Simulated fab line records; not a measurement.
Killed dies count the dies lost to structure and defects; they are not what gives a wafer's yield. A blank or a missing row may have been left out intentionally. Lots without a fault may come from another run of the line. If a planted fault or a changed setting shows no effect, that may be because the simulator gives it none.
Which of the tools did it? | flow sky130 | Sampling: 12 lots, 36 wafers, 5 of 708 route steps

== WHAT THE GAUGES READ, wafer by wafer ==
SKY_FIELD_ISO_BOW_MEAS_00. Usual: INCOMING_BOW typically reads 0 um, with standard deviation 6.2.
lot  | measured    | on           | INCOMING_BOW (um) | flag
L395 | day 1 10:00 | filmMetro-03 | -2 -2 4           | 
L396 | day 1 15:00 | filmMetro-03 | -6 -4 -2          | 
L397 | day 1 20:01 | filmMetro-03 | -4 -2 9           | 
L400 | day 2 11:01 | filmMetro-02 | -12 -5 -6         | 
L402 | day 2 21:00 | filmMetro-01 | -4 5 10           | 
L406 | day 3 17:00 | filmMetro-02 | -1 1 7            | 
L409 | day 4 08:00 | filmMetro-02 | 1 -2 6            | 
L411 | day 4 18:00 | filmMetro-01 | 1 -5 -6           | 
L413 | day 5 04:00 | filmMetro-01 | 14 -4 2           | 
L415 | day 5 14:01 | filmMetro-03 | 0 -3 -10          | 
L417 | day 6 00:02 | filmMetro-03 | 7 -2 7            | 
L418 | day 6 05:01 | filmMetro-01 | 4 9 4             | 

SKY_DNWELL_TW_MEAS_09. Usual: DNWELL_TW typically reads 1100, with standard deviation 5.3.
lot  | measured    | on           | DNWELL_TW      | flag
L395 | day 3 08:37 | filmMetro-02 | 1105 1104 1109 | 
L396 | day 3 14:16 | filmMetro-01 | 1093 1096 1101 | 
L397 | day 3 18:26 | filmMetro-02 | 1096 1098 1098 | 
L400 | day 4 08:11 | filmMetro-01 | 1103 1108 1102 | 
L402 | day 4 19:37 | filmMetro-04 | 1092 1094 1094 | 
L406 | day 5 18:01 | filmMetro-04 | 1103 1101 1095 | 
L409 | day 6 12:59 | filmMetro-01 | 1100 1098 1098 | 
L411 | day 6 19:17 | filmMetro-02 | 1102 1099 1103 | 
L413 | day 7 06:10 | filmMetro-02 | 1101 1095 1102 | 
L415 | day 7 17:08 | filmMetro-01 | 1106 1098 1100 | 
L417 | day 8 05:24 | filmMetro-04 | 1088 1092 1087 | 
L418 | day 8 12:49 | filmMetro-01 | 1102 1109 1100 | 

== WHAT TOOL EACH LOT RAN ON (gives the tool, then ch and the chambers of the sampled wafers, and finally the start) ==
lot  | SKY_FIELD_ISO_CMP_27         | SKY_DNWELL_COAT_02              | SKY_DNWELL_STRIP_08
L395 | cmp-01 ch 1,3, day 2 14:23   | lithoTrack-03 ch 0, day 3 00:31 | plasmaAsher-02 ch 0,1, day 3 08:31
L396 | cmp-02 ch 0,1,2, day 2 18:24 | lithoTrack-04 ch 0, day 3 05:34 | plasmaAsher-01 ch 0,1, day 3 14:10
L397 | cmp-01 ch 0,2,3, day 2 22:41 | lithoTrack-02 ch 0, day 3 10:04 | plasmaAsher-04 ch 0,1, day 3 18:19
L400 | cmp-01 ch 1,2,3, day 3 13:25 | lithoTrack-04 ch 0, day 3 23:35 | plasmaAsher-01 ch 0, day 4 08:04
L402 | cmp-01 ch 0,1,2, day 4 01:02 | lithoTrack-04 ch 0, day 4 11:10 | plasmaAsher-04 ch 0,1, day 4 19:31
L406 | cmp-01 ch 0,1,3, day 4 18:44 | lithoTrack-04 ch 0, day 5 08:04 | plasmaAsher-02 ch 0,1, day 5 17:55
L409 | cmp-01 ch 1,3, day 5 15:48   | lithoTrack-02 ch 0, day 6 03:17 | plasmaAsher-02 ch 0,1, day 6 12:53
L411 | cmp-01 ch 0,1, day 5 21:43   | lithoTrack-02 ch 0, day 6 09:47 | plasmaAsher-01 ch 0,1, day 6 19:11
L413 | cmp-01 ch 0,2,3, day 6 08:13 | lithoTrack-03 ch 0, day 6 19:31 | plasmaAsher-01 ch 0,1, day 7 06:04
L415 | cmp-02 ch 0,1, day 6 18:33   | lithoTrack-03 ch 0, day 7 06:50 | plasmaAsher-01 ch 0,1, day 7 17:02
L417 | cmp-02 ch 0,1,3, day 7 05:49 | lithoTrack-04 ch 0, day 7 18:52 | plasmaAsher-02 ch 0,1, day 8 05:19
L418 | cmp-01 ch 2,3, day 7 11:38   | lithoTrack-04 ch 0, day 8 01:26 | plasmaAsher-04 ch 0,1, day 8 12:43
- SKY_FIELD_ISO_CMP_27: polishes, stops on Si3N4, t overpolish 15.25 s, target thk 457.8 nm.
- SKY_DNWELL_COAT_02: resist thk 3000 nm.
- SKY_DNWELL_STRIP_08: strips in O2/N2.

== AS READ BY THE TOOLS THEMSELVES (means over the sampled wafers that have a number; for cases with no such wafer, the mark the record gives instead) ==
SKY_FIELD_ISO_CMP_27. Usual: headPressurePsi 4.000 psi, standard deviation 0.0085; motorCurrentA 12.6 A, standard deviation 1.1; overpolishRunS 15.249 s, standard deviation 0.0092; platenRpm 60.00 rpm, standard deviation 0.045; timeToEndpointS 111 s, standard deviation 4.5.
lot  | tool   | headPressurePsi (psi) | motorCurrentA (A) | overpolishRunS (s) | platenRpm (rpm) | timeToEndpointS (s) | flag
L395 | cmp-01 | 4.000                 | 11.8              | 15.249             | 60.01           | 107                 | 
L396 | cmp-02 | 4.006                 | 13.7              | 15.261             | 60.01           | 114                 | 
L397 | cmp-01 | 3.997                 | 12.9              | 15.246             | 59.99           | 112                 | 
L400 | cmp-01 | 4.005                 | 12.2              | 15.246             | 60.03           | 106                 | 
L402 | cmp-01 | 4.008                 | 12.3              | 15.242             | 60.00           | 109                 | 
L406 | cmp-01 | 4.003                 | 11.9              | 15.256             | 60.04           | 113                 | 
L409 | cmp-01 | 4.000                 | 11.5              | 15.249             | 60.04           | 115                 | 
L411 | cmp-01 | 3.997                 | 11.7              | 15.241             | 60.02           | 110                 | 
L413 | cmp-01 | 4.001                 | 12.5              | 15.247             | 60.04           | 115                 | 
L415 | cmp-02 | 3.987                 | 14.1              | 15.249             | 60.05           | 110                 | 
L417 | cmp-02 | 4.006                 | 13.9              | 15.254             | 60.02           | 109                 | 
L418 | cmp-01 | 3.996                 | 13.0              | 15.250             | 60.02           | 116                 | 

SKY_DNWELL_COAT_02. Usual: spinSpeedRpm 2000.0 rpm, standard deviation 1.3.
lot  | tool          | spinSpeedRpm (rpm) | flag
L395 | lithoTrack-03 | 2000.3             | 
L396 | lithoTrack-04 | 1999.6             | 
L397 | lithoTrack-02 | 2000.5             | 
L400 | lithoTrack-04 | 2000.2             | 
L402 | lithoTrack-04 | 2262.7             | OFF
L406 | lithoTrack-04 | 2264.7             | OFF
L409 | lithoTrack-02 | 1998.8             | 
L411 | lithoTrack-02 | 1999.4             | 
L413 | lithoTrack-03 | 2000.4             | 
L415 | lithoTrack-03 | 2000.1             | 
L417 | lithoTrack-04 | 1999.2             | 
L418 | lithoTrack-04 | 2000.6             | 

SKY_DNWELL_STRIP_08. Usual: drypumpMotorCurrentA 5.77 A, standard deviation 0.29; oesProductAu 0.723 a.u., standard deviation 0.0043; stripTimeToEndpointS 36.97 s, standard deviation 0.093.
lot  | tool           | drypumpMotorCurrentA (A) | oesProductAu (a.u.) | stripTimeToEndpointS (s) | flag
L395 | plasmaAsher-02 | 5.89                     | 0.725               | 37.04                    | 
L396 | plasmaAsher-01 | 5.75                     | 0.720               | 36.93                    | 
L397 | plasmaAsher-04 | 5.88                     | 0.719               | 37.03                    | 
L400 | plasmaAsher-01 | 5.85                     | 0.722               | 36.90                    | 
L402 | plasmaAsher-04 | 5.87                     | 0.723               | 34.86                    | OFF
L406 | plasmaAsher-02 | 5.61                     | 0.722               | 34.94                    | OFF
L409 | plasmaAsher-02 | 5.88                     | 0.726               | 36.84                    | 
L411 | plasmaAsher-01 | 5.74                     | 0.723               | 37.10                    | 
L413 | plasmaAsher-01 | 5.78                     | 0.719               | 36.93                    | 
L415 | plasmaAsher-01 | 5.80                     | 0.722               | 36.96                    | 
L417 | plasmaAsher-02 | 5.59                     | 0.722               | 36.98                    | 
L418 | plasmaAsher-04 | 5.86                     | 0.724               | 36.95                    | 

== THE ANSWER, worked out from the rows above alone ==
Rule: lot off if the mean of its wafers having a number is beyond 3 standard deviations from the usual mean. A lot without any number at a reading at which 4 lots or more have one is off too. The other lots that the step has rows for count as sound. After the gauges, taken in route order, come the tools' own readings; for these a lot's mean is taken, as printed above. At the first step where some lot is off, the reading lying furthest off is the one used; lots without a number count as furthest.
Off: L402, L406, at SKY_DNWELL_COAT_02 (spinSpeedRpm).
If a tool, at that step or one of the process steps before it, ran each lot that is off and ran no sound lot following the first of them, it fits. No candidate that was tried fits.

== WHAT THE SIMULATOR HAD PUT IN ==
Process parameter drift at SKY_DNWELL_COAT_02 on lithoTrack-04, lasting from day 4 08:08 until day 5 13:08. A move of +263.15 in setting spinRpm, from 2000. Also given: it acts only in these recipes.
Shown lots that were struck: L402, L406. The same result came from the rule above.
